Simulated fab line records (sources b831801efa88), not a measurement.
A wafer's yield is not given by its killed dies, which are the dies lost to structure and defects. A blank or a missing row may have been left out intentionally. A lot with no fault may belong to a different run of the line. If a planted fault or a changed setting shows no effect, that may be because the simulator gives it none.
The tool behind it: which one?	flow gf180mcu	Sampling: 14 lots, 42 wafers, 4 of 602 route steps

== WHAT THE GAUGES READ, wafer by wafer ==
GF_SAB_OVL_MEAS_10. Usual: SAB_OVL typically reads -0.4 nm, with standard deviation 1.2.
lot	measured	on	SAB_OVL (nm)	flag
L367	day 15 06:49	overlay-01	0.9 1.9 -0.1	
L368	day 15 12:31	overlay-02	1.2 0.6 1.5	
L371	day 16 17:00	overlay-02	-1.6 -1.5 1.6	
L372	day 17 03:29	overlay-02	0.5 0.3 -0.6	
L374	day 17 13:56	overlay-02	-0.7 0.3 -1.1	
L376	day 18 17:11	overlay-01	-1.8 -0.9 1.2	
L377	day 19 05:10	overlay-01	0.6 1.6 -0.1	
L378	day 19 09:57	overlay-02	0.9 0.7 -0.8	
L382	day 21 00:33	overlay-02	-0.5 0.7 -0.1	
L386	day 22 03:49	overlay-02	0.3 -1.2 -1.6	
L387	day 22 12:50	overlay-02	0.7 -0.6 -1.6	
L388	day 22 18:31	overlay-02	-0.2 -1.2 -2.0	
L389	day 23 01:34	overlay-02	0.3 -2.2 -0.9	
L390	day 23 14:13	overlay-01	-1.4 -1.0 -2.8	

GF_CONTACT_THK_MEAS_01. Usual: CONTACT_CVD_00_THK typically reads 300 nm, with standard deviation 3.3.
lot	measured	on	CONTACT_CVD_00_THK (nm)	flag
L367	day 15 07:46	filmMetro-02	297 300 298	
L368	day 15 13:30	filmMetro-01	305 298 300	
L371	day 16 18:04	filmMetro-02	309 296 302	
L372	day 17 04:26	filmMetro-01	304 301 304	
L374	day 17 14:54	filmMetro-04	306 298 303	
L376	day 18 18:10	filmMetro-01	301 300 299	
L377	day 19 06:08	filmMetro-04	304 301 303	
L378	day 19 10:55	filmMetro-04	300 295 302	
L382	day 21 01:32	filmMetro-01	302 299 299	
L386	day 22 04:52	filmMetro-04	293 291 298	
L387	day 22 13:54	filmMetro-02	297 297 297	
L388	day 22 19:28	filmMetro-01	302 303 302	
L389	day 23 02:32	filmMetro-04	295 297 293	
L390	day 23 15:11	filmMetro-01	305 298 300	

== WHAT TOOL EACH LOT RAN ON (gives the tool, then ch and the chambers of the sampled wafers, and finally the start) ==
lot	GF_PSD_STRIP_10	GF_SALICIDE_SPUTTER_03
L367	plasmaAsher-04 ch 0,1, day 14 08:31	pvdSputter-01, day 15 07:13
L368	plasmaAsher-04 ch 0,1, day 14 14:25	pvdSputter-04, day 15 12:58
L371	plasmaAsher-03 ch 0,1, day 15 18:07	pvdSputter-04, day 16 17:24
L372	plasmaAsher-03 ch 0,1, day 16 04:12	pvdSputter-04, day 17 03:52
L374	plasmaAsher-04 ch 0,1, day 16 14:17	pvdSputter-01, day 17 14:20
L376	plasmaAsher-04 ch 0,1, day 17 17:17	pvdSputter-01, day 18 17:35
L377	plasmaAsher-04 ch 0,1, day 18 04:59	pvdSputter-01, day 19 05:34
L378	plasmaAsher-01 ch 0,1, day 18 09:07	pvdSputter-01, day 19 10:20
L382	plasmaAsher-03 ch 0,1, day 19 23:28	pvdSputter-02, day 21 00:58
L386	plasmaAsher-03 ch 0,1, day 21 03:44	pvdSputter-01, day 22 04:12
L387	plasmaAsher-03 ch 0,1, day 21 12:37	pvdSputter-04, day 22 13:16
L388	plasmaAsher-04 ch 0,1, day 21 18:20	pvdSputter-01, day 22 18:55
L389	plasmaAsher-04 ch 0,1, day 22 02:22	pvdSputter-01, day 23 01:59
L390	plasmaAsher-03 ch 0,1, day 22 14:34	pvdSputter-02, day 23 14:38
- GF_PSD_STRIP_10: strips in O2/N2.
- GF_SALICIDE_SPUTTER_03: material TiN, target thk 20 nm, time 16.7 s.

== AS READ BY THE TOOLS THEMSELVES (means over the sampled wafers that have a number; for cases with no such wafer, the mark the record gives instead) ==
GF_PSD_STRIP_10. Usual: drypumpMotorCurrentA 5.15 A, standard deviation 0.3; heaterPowerW 344 W, standard deviation 40; oesProductAu 0.592 a.u., standard deviation 0.0045; stripTimeToEndpointS 16.525 s, standard deviation 0.028.
lot	tool	drypumpMotorCurrentA (A)	heaterPowerW (W)	oesProductAu (a.u.)	stripTimeToEndpointS (s)	flag
L367	plasmaAsher-04	5.28	303	0.589	16.529	
L368	plasmaAsher-04	5.31	311	0.592	16.501	
L371	plasmaAsher-03	4.83	371	0.589	16.562	
L372	plasmaAsher-03	4.80	388	0.592	16.529	
L374	plasmaAsher-04	5.28	305	0.590	16.555	
L376	plasmaAsher-04	5.25	307	0.593	16.515	
L377	plasmaAsher-04	5.32	306	0.586	16.522	
L378	plasmaAsher-01	5.56	331	0.591	16.567	
L382	plasmaAsher-03	4.83	381	0.590	16.551	
L386	plasmaAsher-03	4.82	383	0.592	16.527	
L387	plasmaAsher-03	4.81	380	0.590	16.496	
L388	plasmaAsher-04	5.27	307	0.594	16.486	
L389	plasmaAsher-04	5.27	306	0.591	16.539	
L390	plasmaAsher-03	4.82	388	0.589	16.504	

GF_SALICIDE_SPUTTER_03. Usual: chamberPressurePa 0.3999 Pa, standard deviation 0.00084; throttleValvePct 30.1 %, standard deviation 0.99.
lot	tool	chamberPressurePa (Pa)	throttleValvePct (%)	flag
L367	pvdSputter-01	0.4002	30.4	
L368	pvdSputter-04	0.3991	29.7	
L371	pvdSputter-04	0.4000	28.9	
L372	pvdSputter-04	0.3997	29.4	
L374	pvdSputter-01	0.3989	30.4	
L376	pvdSputter-01	0.4004	30.6	
L377	pvdSputter-01	0.3875	31.0	OFF
L378	pvdSputter-01	0.3869	30.8	OFF
L382	pvdSputter-02	0.4005	29.3	
L386	pvdSputter-01	0.4001	30.2	
L387	pvdSputter-04	0.3999	29.8	
L388	pvdSputter-01	0.3995	30.7	
L389	pvdSputter-01	0.4004	30.4	
L390	pvdSputter-02	0.3997	29.4	

== THE ANSWER, worked out from the rows above alone ==
Rule: take the mean of a lot's wafers that have a number; if it is more than 3 standard deviations from the usual mean, the lot is off. A lot without any number at a reading at which 4 lots or more have one is off too. All remaining lots with rows at the step are treated as sound. First the gauges in route order, then the tools' own readings, where a lot's mean is used as printed above. The first step at which some lot is off is used, and at that step the reading that is off furthest; a lot without a number counts as furthest.
Off, at GF_SALICIDE_SPUTTER_03 on chamberPressurePa: L377, L378.
If a tool, at that step or one of the process steps before it, ran each lot that is off and ran no sound lot following the first of them, it fits. Of those tried, none fits.

== WHAT WAS PUT IN BY THE SIMULATOR ==
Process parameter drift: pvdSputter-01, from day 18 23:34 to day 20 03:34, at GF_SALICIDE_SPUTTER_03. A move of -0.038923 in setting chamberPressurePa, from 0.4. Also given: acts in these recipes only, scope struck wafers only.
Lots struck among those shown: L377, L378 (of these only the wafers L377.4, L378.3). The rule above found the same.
